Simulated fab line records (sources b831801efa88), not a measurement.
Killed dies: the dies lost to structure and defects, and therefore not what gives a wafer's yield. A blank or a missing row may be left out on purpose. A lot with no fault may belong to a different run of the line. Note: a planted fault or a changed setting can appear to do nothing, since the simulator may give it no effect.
fab line records | flow gf180mcu
record lots=15 | wafers=45 | lastDay=34
route steps=602 shown M2@367 V2@396 M3@411
lots that met no fault: from a run of the same line without faults
startH: the number of hours between the record's first day and the start of the first shown wafer of the lot | waitH: how many hours have passed since the lot's step before this one | " same as the row above | L1.1+2: a row that stands for several wafers | - either no value or no given start | * or withheld: withheld | < > ~ a bound
route shown NAME@n: names a module that has steps shown in the file, with the first one's number in the route | usual: mean and standard deviation over wafers with no fault | same: alike in all rows | chamber/n: place in a boat | sites: each site's reading | _std_site: standard deviation across them | _edge_site: outer sites' mean less inner sites' | radiusMm: for every site, how far away it sits from the centre of the wafer | mask NAME#n: copy n | behind: the most recent tool/chamber to have shaped the wafer | hold: why the lot went on hold/how many hours it stayed there/how the hold came to an end | device: the n, p or np transistor that did not switch | end of line: tests of these same wafers at the route's end | where a step has no rows: the recipe by itself | killed: count of dies lost to structure and defects at first sort (not the wafer's yield) | map: per-die view of a wafer (x killed, . not killed, _ where there is no die)
set.NAME: the setting the step ran with; set.NAME@STEP: the setting that earlier step ran with | model.NAME: the simulator's own value behind a step, which no gauge read
a sample of lots followed through the steps of the route, with each step as a table and each wafer as a row
services: from which hour (startH, from the record's first day; less than 0 if before it) a tool's chamber was out of use, for how many hours, and why
## steps
# step GF_M2_RS_MEAS_05
# recipe thkMeasGauge=four-point-probe | reads=TiN_of_M2_SPUTTER_04+Ti_of_M2_SPUTTER_03+AlCu_of_M2_SPUTTER_02+TiN_of_M2_SPUTTER_01+Ti_of_M2_SPUTTER_00
# usual M2_ALCU_RS=0.0693/0.001
lot.wafer | tool         | chamber | startH | waitH | M2_ALCU_RS[ohm/sq]
L592.1    | filmMetro-02 | -       | 412.84 | 0.0   | 0.0699
L592.3    | "            | -       | "      | "     | 0.0700
L592.4    | "            | -       | "      | "     | 0.0674
L593.1    | filmMetro-03 | -       | 415.70 | 0.0   | 0.0696
L593.5    | "            | -       | "      | "     | 0.0689
L593.6    | "            | -       | "      | "     | 0.0695
L594.1    | filmMetro-01 | -       | 425.45 | 0.0   | 0.0693
L594.4    | "            | -       | "      | "     | 0.0701
L594.6    | "            | -       | "      | "     | 0.0703
L595.1    | filmMetro-03 | -       | 446.08 | 0.0   | 0.0708
L595.5    | "            | -       | "      | "     | 0.0702
L595.6    | "            | -       | "      | "     | 0.0674
L596.1    | filmMetro-03 | -       | 455.74 | 0.0   | 0.0695
L596.4    | "            | -       | "      | "     | 0.0702
L596.5    | "            | -       | "      | "     | 0.0694
L598.1    | filmMetro-03 | -       | 475.08 | 0.0   | 0.0685
L598.4    | "            | -       | "      | "     | 0.0688
L598.5    | "            | -       | "      | "     | 0.0676
L600.4    | filmMetro-03 | -       | 488.53 | 0.1   | 0.0691
L600.5    | "            | -       | "      | "     | 0.0701
L600.6    | "            | -       | "      | "     | 0.0693
L602.2    | filmMetro-01 | -       | 509.78 | 0.0   | 0.0701
L602.4    | "            | -       | "      | "     | 0.0696
L602.6    | "            | -       | "      | "     | 0.0695
L606.1    | filmMetro-03 | -       | 535.47 | 0.0   | 0.0708
L606.2    | "            | -       | "      | "     | 0.0704
L606.6    | "            | -       | "      | "     | 0.0701
L607.1    | filmMetro-01 | -       | 547.10 | 0.0   | 0.0695
L607.4    | "            | -       | "      | "     | 0.0719
L607.6    | "            | -       | "      | "     | 0.0721
L608.1    | filmMetro-01 | -       | 553.41 | 0.0   | 0.0685
L608.4    | "            | -       | "      | "     | 0.0697
L608.6    | "            | -       | "      | "     | 0.0692
L609.1    | filmMetro-01 | -       | 557.02 | 0.0   | 0.0687
L609.2    | "            | -       | "      | "     | 0.0670
L609.3    | "            | -       | "      | "     | 0.0688
L612.1    | filmMetro-01 | -       | 582.53 | 0.0   | 0.0682
L612.2    | "            | -       | "      | "     | 0.0703
L612.6    | "            | -       | "      | "     | 0.0689
L613.1    | filmMetro-03 | -       | 588.62 | 0.0   | 0.0702
L613.4    | "            | -       | "      | "     | 0.0699
L613.5    | "            | -       | "      | "     | 0.0701
L614.1    | filmMetro-01 | -       | 595.98 | 0.0   | 0.0689
L614.4    | "            | -       | "      | "     | 0.0694
L614.5    | "            | -       | "      | "     | 0.0697
# step GF_M2_STRIP_17
# recipe chemistry=O2/N2 | powerW=1400 | pressureMtorr=1500 | platenTempC=250 | o2FlowSccm=3000 | n2FlowSccm=300 | overashFraction=0.5
# usual drypumpMotorCurrentA=5.8/0.37 | heaterPowerW=336/30 | oesProductAu=0.557/0.0049 | stripTimeToEndpointS=7.89/0.056
lot.wafer | tool           | chamber | startH | waitH | drypumpMotorCurrentA | heaterPowerW | oesProductAu | rfHoursCounterH | stripTimeToEndpointS
L592.1    | plasmaAsher-02 | 1       | 437.06 | 0.1   | 6.2                  | 296          | 0.560        | 1               | 7.93
L592.3    | "              | 0       | "      | "     | 5.9                  | 372          | 0.560        | -               | 7.88
L592.4    | "              | 1       | "      | "     | 6.2                  | 293          | 0.559        | -               | 7.92
L593.1    | plasmaAsher-04 | 0       | 440.38 | 0.1   | 5.2                  | 353          | 0.563        | 79              | 7.94
L593.5    | "              | 1       | "      | "     | 6.1                  | 306          | 0.552        | -               | 7.88
L593.6    | "              | 0       | "      | "     | 5.2                  | 349          | 0.560        | -               | 7.97
L594.1    | plasmaAsher-03 | 0       | 449.88 | 0.1   | 5.5                  | 334          | 0.556        | 36              | 7.86
L594.4    | "              | 1       | "      | "     | 6.0                  | 372          | 0.557        | -               | 7.92
L594.6    | "              | 1       | "      | "     | 6.0                  | 362          | 0.554        | -               | 7.88
L595.1    | plasmaAsher-04 | 1       | 470.58 | 0.1   | 6.1                  | 306          | 0.566        | 82              | 7.94
L595.5    | "              | 1       | "      | "     | 6.1                  | 306          | 0.552        | -               | 7.83
L595.6    | "              | 0       | "      | "     | 5.2                  | 350          | 0.559        | -               | 7.97
L596.1    | plasmaAsher-02 | 0       | 480.26 | 0.1   | 5.8                  | 384          | 0.556        | 5               | 7.96
L596.4    | "              | 0       | "      | "     | 5.8                  | 378          | 0.554        | -               | 7.90
L596.5    | "              | 0       | "      | "     | 5.8                  | 366          | 0.563        | -               | 7.92
L598.1    | plasmaAsher-04 | 0       | 499.18 | 0.1   | 5.2                  | 346          | 0.557        | 85              | 7.94
L598.4    | "              | 0       | "      | "     | 5.2                  | 340          | 0.557        | -               | 7.98
L598.5    | "              | 1       | "      | "     | 6.1                  | 300          | 0.557        | -               | 7.92
L600.4    | plasmaAsher-02 | 1       | 512.56 | 0.1   | 6.2                  | 305          | 0.562        | -               | 7.89
L600.5    | "              | 0       | "      | "     | 5.8                  | 371          | 0.556        | -               | 7.93
L600.6    | "              | 1       | "      | "     | 6.2                  | 301          | 0.559        | -               | 7.84
L602.2    | plasmaAsher-03 | 1       | 532.44 | 0.1   | 6.0                  | 372          | 0.548        | 45              | 7.79
L602.4    | "              | 1       | "      | "     | 6.0                  | 362          | 0.551        | -               | 7.85
L602.6    | "              | 1       | "      | "     | 6.0                  | 365          | 0.559        | -               | 7.86
L606.1    | plasmaAsher-02 | 0       | 558.53 | 0.1   | 5.8                  | 368          | 0.564        | 13              | 7.89
L606.2    | "              | 1       | "      | "     | 6.2                  | 302          | 0.561        | 13              | 7.92
L606.6    | "              | 1       | "      | "     | 6.2                  | 297          | 0.564        | -               | 7.90
L607.1    | plasmaAsher-04 | 0       | 569.76 | 0.1   | 5.2                  | 351          | 0.560        | 93              | 7.94
L607.4    | "              | 0       | "      | "     | 5.2                  | 363          | 0.553        | -               | 7.91
L607.6    | "              | 1       | "      | "     | 6.1                  | 305          | 0.556        | -               | 7.91
L608.1    | plasmaAsher-02 | 0       | 576.14 | 0.1   | 5.8                  | 372          | 0.564        | 15              | 7.93
L608.4    | "              | 0       | "      | "     | 5.8                  | 380          | 0.557        | -               | 7.88
L608.6    | "              | 1       | "      | "     | 6.2                  | 301          | 0.557        | -               | 7.89
L609.1    | plasmaAsher-03 | 1       | 578.73 | 0.1   | 6.1                  | 367          | 0.557        | 51              | 7.91
L609.2    | "              | 0       | "      | "     | 5.4                  | 322          | 0.550        | 51              | 7.78
L609.3    | "              | 0       | "      | "     | 5.4                  | 331          | 0.552        | -               | 7.92
L612.1    | plasmaAsher-04 | 0       | 603.61 | 0.1   | 5.2                  | 351          | 0.555        | 96              | 7.85
L612.2    | "              | 1       | "      | "     | 6.1                  | 308          | 0.557        | 96              | 7.88
L612.6    | "              | 0       | "      | "     | 5.2                  | 351          | 0.560        | -               | 7.85
L613.1    | plasmaAsher-04 | 1       | 609.39 | 0.1   | 6.0                  | 306          | 0.555        | 96              | 7.85
L613.4    | "              | 1       | "      | "     | 6.1                  | 308          | 0.556        | -               | 7.94
L613.5    | "              | 1       | "      | "     | 6.0                  | 310          | 0.549        | -               | 7.87
L614.1    | plasmaAsher-02 | 1       | 615.14 | 0.1   | 6.2                  | 303          | 0.562        | 19              | 7.76
L614.4    | "              | 1       | "      | "     | 6.2                  | 298          | 0.557        | -               | 7.84
L614.5    | "              | 0       | "      | "     | 5.8                  | 375          | 0.554        | -               | 7.86
# step GF_V2_CD_MEAS_14
# recipe targetCdNm=260
# usual cdNm=259.9/1.2
lot.wafer | tool     | chamber | startH | waitH | cdNm
L592.1    | cdSem-02 | -       | 463.22 | 0.1   | 259.5
L592.3    | "        | -       | "      | "     | 260.6
L592.4    | "        | -       | "      | "     | 259.2
L593.1    | cdSem-02 | -       | 465.72 | 0.1   | 261.4
L593.5    | "        | -       | "      | "     | 261.3
L593.6    | "        | -       | "      | "     | 260.1
L594.1    | cdSem-02 | -       | 475.36 | 0.1   | 259.6
L594.4    | "        | -       | "      | "     | 258.9
L594.6    | "        | -       | "      | "     | 259.3
L595.1    | cdSem-02 | -       | 495.07 | 0.1   | 261.2
L595.5    | "        | -       | "      | "     | 261.7
L595.6    | "        | -       | "      | "     | 262.1
L596.1    | cdSem-01 | -       | 504.56 | 0.1   | 259.1
L596.4    | "        | -       | "      | "     | 260.6
L596.5    | "        | -       | "      | "     | 260.5
L598.1    | cdSem-01 | -       | 523.41 | 0.1   | 260.3
L598.4    | "        | -       | "      | "     | 260.4
L598.5    | "        | -       | "      | "     | 260.9
L600.4    | cdSem-01 | -       | 536.60 | 0.2   | 259.8
L600.5    | "        | -       | "      | "     | 259.4
L600.6    | "        | -       | "      | "     | 257.8
L602.2    | cdSem-01 | -       | 556.03 | 0.1   | 256.6
L602.4    | "        | -       | "      | "     | 258.0
L602.6    | "        | -       | "      | "     | 257.4
L606.1    | cdSem-01 | -       | 581.11 | 0.1   | 260.6
L606.2    | "        | -       | "      | "     | 260.7
L606.6    | "        | -       | "      | "     | 259.6
L607.1    | cdSem-02 | -       | 592.06 | 0.1   | 260.6
L607.4    | "        | -       | "      | "     | 260.4
L607.6    | "        | -       | "      | "     | 259.7
L608.1    | cdSem-02 | -       | 599.01 | 0.1   | 261.9
L608.4    | "        | -       | "      | "     | 260.9
L608.6    | "        | -       | "      | "     | 261.7
L609.1    | cdSem-01 | -       | 601.01 | 0.1   | 259.2
L609.2    | "        | -       | "      | "     | 258.8
L609.3    | "        | -       | "      | "     | 260.0
L612.1    | cdSem-01 | -       | 622.12 | 0.1   | 260.3
L612.2    | "        | -       | "      | "     | 261.1
L612.6    | "        | -       | "      | "     | 260.8
L613.1    | cdSem-02 | -       | 629.62 | 0.1   | 259.7
L613.4    | "        | -       | "      | "     | 260.3
L613.5    | "        | -       | "      | "     | 259.7
L614.1    | cdSem-02 | -       | 637.32 | 0.1   | 261.0
L614.4    | "        | -       | "      | "     | 261.6
L614.5    | "        | -       | "      | "     | 260.9
# step GF_M3_SPUTTER_02
# recipe material=AlCu | targetThkNm=450 | powerW=10600 | timeS=23.9 | chamberPressurePa=0.4
# usual cathodeDcPowerW=10600/1.9 | chamberPressurePa=0.4000/0.00098 | throttleValvePct=30.2/1.1 | timeS=23.9/0
lot.wafer | tool          | chamber | startH | waitH | cathodeDcPowerW | chamberPressurePa | throttleValvePct | timeS
L592.1    | pvdSputter-04 | -       | 464.86 | 0.0   | 10598           | 0.4008            | 29.6             | 23.9
L592.3    | "             | -       | "      | "     | 10597           | 0.4006            | 28.9             | 23.9
L592.4    | "             | -       | "      | "     | 10599           | 0.4005            | 32.4             | 23.9
L593.1    | pvdSputter-01 | -       | 467.36 | 0.0   | 10601           | 0.3997            | 27.9             | 23.9
L593.5    | "             | -       | "      | "     | 10602           | 0.3993            | 28.2             | 23.9
L593.6    | "             | -       | "      | "     | 10601           | 0.3990            | 29.4             | 23.9
L594.1    | pvdSputter-02 | -       | 477.04 | 0.0   | 10601           | 0.3998            | 31.0             | 23.9
L594.4    | "             | -       | "      | "     | 10599           | 0.4000            | 29.9             | 23.9
L594.6    | "             | -       | "      | "     | 10601           | 0.3991            | 31.1             | 23.9
L595.1    | pvdSputter-04 | -       | 496.72 | 0.0   | 10600           | 0.3994            | 29.4             | 23.9
L595.5    | "             | -       | "      | "     | 10600           | 0.3999            | 32.2             | 23.9
L595.6    | "             | -       | "      | "     | 10600           | 0.3992            | 29.6             | 23.9
L596.1    | pvdSputter-02 | -       | 506.23 | 0.0   | 10603           | 0.4006            | 30.1             | 23.9
L596.4    | "             | -       | "      | "     | 10600           | 0.4003            | 30.3             | 23.9
L596.5    | "             | -       | "      | "     | 10605           | 0.3994            | 30.3             | 23.9
L598.1    | pvdSputter-01 | -       | 525.05 | 0.0   | 10601           | 0.4002            | 29.7             | 23.9
L598.4    | "             | -       | "      | "     | 10597           | 0.4012            | 29.9             | 23.9
L598.5    | "             | -       | "      | "     | 10600           | 0.3992            | 28.0             | 23.9
L600.4    | pvdSputter-04 | -       | 538.18 | 0.0   | 10601           | 0.3993            | 29.0             | 23.9
L600.5    | "             | -       | "      | "     | 10598           | 0.3998            | 29.2             | 23.9
L600.6    | "             | -       | "      | "     | 10602           | 0.4005            | 29.4             | 23.9
L602.2    | pvdSputter-04 | -       | 557.68 | 0.0   | 10603           | 0.3996            | 29.3             | 23.9
L602.4    | "             | -       | "      | "     | 10603           | 0.3995            | 29.1             | 23.9
L602.6    | "             | -       | "      | "     | 10600           | 0.3996            | 28.8             | 23.9
L606.1    | pvdSputter-02 | -       | 582.75 | 0.0   | 10601           | 0.3996            | 30.2             | 23.9
L606.2    | "             | -       | "      | "     | 10599           | 0.3997            | 31.6             | 23.9
L606.6    | "             | -       | "      | "     | 10602           | 0.4003            | 30.8             | 23.9
L607.1    | pvdSputter-02 | -       | 593.75 | 0.0   | -               | -                 | -                | -
L607.4    | "             | -       | "      | "     | -               | -                 | -                | -
L607.6    | "             | -       | "      | "     | -               | -                 | -                | -
L608.1    | pvdSputter-02 | -       | 600.65 | 0.0   | -               | -                 | -                | -
L608.4    | "             | -       | "      | "     | -               | -                 | -                | -
L608.6    | "             | -       | "      | "     | -               | -                 | -                | -
L609.1    | pvdSputter-02 | -       | 602.68 | 0.0   | -               | -                 | -                | -
L609.2    | "             | -       | "      | "     | -               | -                 | -                | -
L609.3    | "             | -       | "      | "     | -               | -                 | -                | -
L612.1    | pvdSputter-02 | -       | 623.95 | 0.0   | 10603           | 0.3990            | 30.1             | 23.9
L612.2    | "             | -       | "      | "     | 10599           | 0.3981            | 31.7             | 23.9
L612.6    | "             | -       | "      | "     | 10601           | 0.4005            | 30.9             | 23.9
L613.1    | pvdSputter-02 | -       | 631.26 | 0.0   | 10598           | 0.4018            | 31.1             | 23.9
L613.4    | "             | -       | "      | "     | 10600           | 0.3994            | 30.0             | 23.9
L613.5    | "             | -       | "      | "     | 10598           | 0.3994            | 30.3             | 23.9
L614.1    | pvdSputter-02 | -       | 638.96 | 0.0   | 10601           | 0.4000            | 29.9             | 23.9
L614.4    | "             | -       | "      | "     | 10598           | 0.4006            | 30.1             | 23.9
L614.5    | "             | -       | "      | "     | 10601           | 0.3985            | 31.9             | 23.9
# step GF_M3_RS_MEAS_05
# recipe thkMeasGauge=four-point-probe | reads=TiN_of_M3_SPUTTER_04+Ti_of_M3_SPUTTER_03+AlCu_of_M3_SPUTTER_02+TiN_of_M3_SPUTTER_01+Ti_of_M3_SPUTTER_00
# usual M3_ALCU_RS=0.0695/0.00092
lot.wafer | tool         | chamber | startH | waitH | M3_ALCU_RS[ohm/sq]
L592.1    | filmMetro-04 | -       | 464.95 | 0.0   | 0.0697
L592.3    | "            | -       | "      | "     | 0.0691
L592.4    | "            | -       | "      | "     | 0.0697
L593.1    | filmMetro-01 | -       | 467.45 | 0.0   | 0.0697
L593.5    | "            | -       | "      | "     | 0.0692
L593.6    | "            | -       | "      | "     | 0.0685
L594.1    | filmMetro-04 | -       | 477.13 | 0.0   | 0.0698
L594.4    | "            | -       | "      | "     | 0.0706
L594.6    | "            | -       | "      | "     | 0.0694
L595.1    | filmMetro-01 | -       | 496.81 | 0.0   | 0.0703
L595.5    | "            | -       | "      | "     | 0.0707
L595.6    | "            | -       | "      | "     | 0.0700
L596.1    | filmMetro-04 | -       | 506.32 | 0.0   | 0.0690
L596.4    | "            | -       | "      | "     | 0.0678
L596.5    | "            | -       | "      | "     | 0.0683
L598.1    | filmMetro-01 | -       | 525.14 | 0.0   | 0.0717
L598.4    | "            | -       | "      | "     | 0.0700
L598.5    | "            | -       | "      | "     | 0.0706
L600.4    | filmMetro-02 | -       | 538.33 | 0.1   | 0.0701
L600.5    | "            | -       | "      | "     | 0.0705
L600.6    | "            | -       | "      | "     | 0.0708
L602.2    | filmMetro-04 | -       | 557.79 | 0.0   | 0.0706
L602.4    | "            | -       | "      | "     | 0.0704
L602.6    | "            | -       | "      | "     | 0.0703
L606.1    | filmMetro-02 | -       | 582.84 | 0.0   | 0.0688
L606.2    | "            | -       | "      | "     | 0.0686
L606.6    | "            | -       | "      | "     | 0.0706
L607.1    | filmMetro-01 | -       | 593.84 | 0.0   | 7.1697
L607.4    | "            | -       | "      | "     | 7.2327
L607.6    | "            | -       | "      | "     | 7.1289
L608.1    | filmMetro-01 | -       | 600.74 | 0.0   | 7.1693
L608.4    | "            | -       | "      | "     | 7.1229
L608.6    | "            | -       | "      | "     | 7.1785
L609.1    | filmMetro-01 | -       | 602.77 | 0.0   | 7.1862
L609.2    | "            | -       | "      | "     | 7.1963
L609.3    | "            | -       | "      | "     | 7.2510
L612.1    | filmMetro-01 | -       | 624.04 | 0.0   | 0.0676
L612.2    | "            | -       | "      | "     | 0.0685
L612.6    | "            | -       | "      | "     | 0.0692
L613.1    | filmMetro-04 | -       | 631.35 | 0.0   | 0.0701
L613.4    | "            | -       | "      | "     | 0.0686
L613.5    | "            | -       | "      | "     | 0.0701
L614.1    | filmMetro-01 | -       | 639.05 | 0.0   | 0.0694
L614.4    | "            | -       | "      | "     | 0.0686
L614.5    | "            | -       | "      | "     | 0.0689
# step GF_M3_THK_MEAS_06
# recipe thkMeasGauge=xrf | reads=AlCu_of_M3_SPUTTER_02
# usual M3_ALCU_THK=447/6.2
lot.wafer | tool         | chamber | startH | waitH | M3_ALCU_THK[nm]
L592.1    | filmMetro-04 | -       | 465.07 | 0.1   | 445
L592.3    | "            | -       | "      | "     | 449
L592.4    | "            | -       | "      | "     | 446
L593.1    | filmMetro-01 | -       | 467.57 | 0.1   | 448
L593.5    | "            | -       | "      | "     | 449
L593.6    | "            | -       | "      | "     | 455
L594.1    | filmMetro-04 | -       | 477.25 | 0.1   | 441
L594.4    | "            | -       | "      | "     | 438
L594.6    | "            | -       | "      | "     | 444
L595.1    | filmMetro-01 | -       | 496.93 | 0.1   | 440
L595.5    | "            | -       | "      | "     | 441
L595.6    | "            | -       | "      | "     | 443
L596.1    | filmMetro-04 | -       | 506.44 | 0.1   | 448
L596.4    | "            | -       | "      | "     | 454
L596.5    | "            | -       | "      | "     | 453
L598.1    | filmMetro-01 | -       | 525.26 | 0.1   | 433
L598.4    | "            | -       | "      | "     | 444
L598.5    | "            | -       | "      | "     | 440
L600.4    | filmMetro-02 | -       | 538.42 | 0.1   | 445
L600.5    | "            | -       | "      | "     | 443
L600.6    | "            | -       | "      | "     | 441
L602.2    | filmMetro-04 | -       | 557.90 | 0.1   | 436
L602.4    | "            | -       | "      | "     | 438
L602.6    | "            | -       | "      | "     | 440
L606.1    | filmMetro-02 | -       | 582.96 | 0.1   | 454
L606.2    | "            | -       | "      | "     | 454
L606.6    | "            | -       | "      | "     | 442
L607.1    | filmMetro-01 | -       | 593.96 | 0.1   | <0
L607.4    | "            | -       | "      | "     | <0
L607.6    | "            | -       | "      | "     | <0
L608.1    | filmMetro-01 | -       | 600.86 | 0.1   | <0
L608.4    | "            | -       | "      | "     | <0
L608.6    | "            | -       | "      | "     | <0
L609.1    | filmMetro-01 | -       | 602.89 | 0.1   | <0
L609.2    | "            | -       | "      | "     | <0
L609.3    | "            | -       | "      | "     | <0
L612.1    | filmMetro-01 | -       | 624.16 | 0.1   | 459
L612.2    | "            | -       | "      | "     | 453
L612.6    | "            | -       | "      | "     | 451
L613.1    | filmMetro-04 | -       | 631.47 | 0.1   | 440
L613.4    | "            | -       | "      | "     | 448
L613.5    | "            | -       | "      | "     | 439
L614.1    | filmMetro-01 | -       | 639.17 | 0.1   | 446
L614.4    | "            | -       | "      | "     | 450
L614.5    | "            | -       | "      | "     | 452
## services
tool           | chamber | startH | hours | kind
pvdSputter-04  | 3       | 417.99 | -     | consumableReplace:kit
pvdSputter-04  | 3       | 417.99 | 18.0  | scheduledDown
pvdSputter-04  | 3       | 417.99 | 18.0  | ventCycle
plasmaAsher-02 | -       | 421.25 | 9.0   | pm
plasmaAsher-02 | 0       | 421.25 | 9.0   | ventCycle
plasmaAsher-02 | 1       | 421.25 | 9.0   | ventCycle
plasmaAsher-02 | 0       | 430.25 | -     | clean
plasmaAsher-02 | 1       | 430.25 | -     | clean
plasmaAsher-03 | -       | 464.51 | 3.4   | repair
pvdSputter-02  | -       | 466.08 | 6.5   | repair
pvdSputter-04  | -       | 508.53 | 3.4   | repair
pvdSputter-01  | 1       | 525.14 | -     | consumableReplace:kit
pvdSputter-01  | 1       | 525.14 | 18.0  | scheduledDown
pvdSputter-01  | 1       | 525.14 | 18.0  | ventCycle
pvdSputter-02  | 2       | 546.19 | -     | consumableReplace:kit
pvdSputter-02  | 2       | 546.19 | 18.0  | scheduledDown
pvdSputter-02  | 2       | 546.19 | 18.0  | ventCycle
pvdSputter-04  | -       | 569.29 | 9.8   | repair
pvdSputter-04  | -       | 575.54 | 103.3 | repair
pvdSputter-04  | -       | 580.15 | 2.5   | repair
pvdSputter-01  | -       | 581.00 | 3.0   | repair
plasmaAsher-03 | -       | 616.46 | 0.9   | repair
## key
firstSign step=GF_M3_SPUTTER_02 | reading=toolRecord | direction=missing
effect step=GF_M3_RS_MEAS_05 | reading=M3_ALCU_RS | direction=up | sigmas=99+ | usual=0.0695 | struck=7.1817
effect step=GF_M3_THK_MEAS_06 | reading=M3_ALCU_THK | direction=down | sigmas=72 | usual=447 | struck=<0
metAt GF_M3_SPUTTER_02
struckLots L607,L608,L609
laterRowsLeftOut L607.1,L607.4,L607.6,L608.1,L608.4,L608.6,L609.1,L609.2,L609.3
sortLeftOut L607.1,L607.4,L607.6,L608.1,L608.4,L608.6,L609.1,L609.2,L609.3
notActingAt GF_M2_RS_MEAS_05,GF_M2_STRIP_17,GF_V2_CD_MEAS_14
onsetBetween 582.75 593.75
fault kind=skippedStepWhole | tool=pvdSputter-02 | chamber=- | onsetH=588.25 | steps=GF_M3_SPUTTER_02 | scope=struckLotsOnly
# sortLeftOut: the simulated sort isn't trusted on such a fault, so these wafers' sort isn't shown, and their yield isn't known
# laterRowsLeftOut: the simulator's readings of these wafers behind a module that went badly wrong aren't trusted and aren't shown, but for the sort
